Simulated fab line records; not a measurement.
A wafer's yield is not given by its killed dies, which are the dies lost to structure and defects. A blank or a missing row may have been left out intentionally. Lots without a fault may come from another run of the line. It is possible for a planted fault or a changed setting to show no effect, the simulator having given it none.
Matching of chambers	flow sfqLine	SFQ_TRILAYER_I7_CMP_CMP_184 on cmp-01: 4 sister chambers
The step polishes SiO2. 4 wafers are shown with their chamber, then 7 later ones without.

## WAFERS PAIRED WITH THEIR CHAMBERS
wafer	chamber	motorCurrentA (A)
L694.3	2	10.9
L698.6	1	9.8
L701.5	0	10.9
L704.2	3	9.9

## WAFERS WITHOUT THEIR CHAMBER
wafer	motorCurrentA (A)
L704.5	9.6
L706.4	10.1
L706.5	8.8
L706.6	10.4
L709.3	9.7
L709.2	10.4
L709.5	10.8

## THE CHAMBER EACH PASSED THROUGH
wafer	from the rows above	in truth
L704.5	can't be placed: 1 or 3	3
L706.4	can't be placed: 3 or 1 or 0 or 2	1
L706.5	can't be placed: 1 or 3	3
L706.6	can't be placed: 0 or 2 or 3 or 1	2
L709.3	can't be placed: 1 or 3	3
L709.2	can't be placed: 0 or 2 or 3 or 1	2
L709.5	can't be placed: 0 or 2 or 3 or 1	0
0 of 7 placed correctly. Not placeable from these rows: 7 (in 7, the candidates include the true chamber). 0 placed wrongly.
How it was worked out, from the rows above alone: a wafer's distance from a chamber is the root of the sum, over the readings, of the square of ((its reading less the chamber's mean) divided by the reading's scatter). The wafer belongs to the nearest chamber; if the next one is less than 2 further off, it can't be placed. For every chamber, the mean is computed from those of its wafers that are shown. The scatter: with one shown wafer a chamber, the root of the mean of the squares of how far each hidden wafer lies from its nearest shown one.
